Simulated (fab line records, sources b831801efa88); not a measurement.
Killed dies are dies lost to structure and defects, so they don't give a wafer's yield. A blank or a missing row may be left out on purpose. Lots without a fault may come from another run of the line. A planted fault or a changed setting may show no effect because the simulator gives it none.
Which tool did it? | flow gf180mcu | 6 lots, 18 wafers sampled, at 2 steps of a route of 602

WHAT THE GAUGES READ, wafer by wafer
GF_V4_RS_MEAS_24: measures by four-point-probe.
lot  | measured     | on            | V4_W_RS (ohm/sq)
L524 | day 25 02:10 | film_metro-04 | 0.334 0.333 0.328
L526 | day 25 20:44 | film_metro-02 | 0.332 0.331 0.333
L528 | day 26 12:06 | film_metro-04 | 0.328 0.332 0.330
L530 | day 27 06:15 | film_metro-04 | 0.331 0.329 0.329
L534 | day 28 12:11 | film_metro-01 | 0.334 0.334 0.335
L542 | day 30 15:04 | film_metro-02 | 0.325 0.326 0.324

WHICH TOOL RAN EACH LOT (tool, then ch and the chambers of the sampled wafers, then the start)
lot  | GF_STI_ETCH_14
L524 | rie_si-01 ch 1,2,3, day 2 11:48
L526 | rie_si-01 ch 0,1, day 2 23:29
L528 | rie_si-02 ch 1,2,3, day 3 07:38
L530 | rie_si-02 ch 0,3, day 3 18:48
L534 | rie_si-02 ch 0,1,2, day 4 16:11
L542 | rie_si-01 ch 0,2,3, day 6 10:41
- GF_STI_ETCH_14: etches Si in HBr/Cl2/O2, target depth 360 nm, time 102.9 s.

THE ANSWER, worked out from the rows above alone
Rule: what is usual is taken from the lots themselves. Put in order of their means at a reading, lots are off if they are a third of the lots or fewer, leave a main group of 4 or more, and stand apart from it by a gap of 3 or more times the standard deviation of the main group's means; of several such gaps the widest counts. A main group whose means are all the same, to the digits that the tables above print for the reading, isn't used. A lot without any number at a reading at which 4 lots or more have one is off too. The other lots that the step has rows for count as sound.
No lot is off at any reading shown: from this, nothing can be told.

WHAT THE SIMULATOR HAD PUT IN
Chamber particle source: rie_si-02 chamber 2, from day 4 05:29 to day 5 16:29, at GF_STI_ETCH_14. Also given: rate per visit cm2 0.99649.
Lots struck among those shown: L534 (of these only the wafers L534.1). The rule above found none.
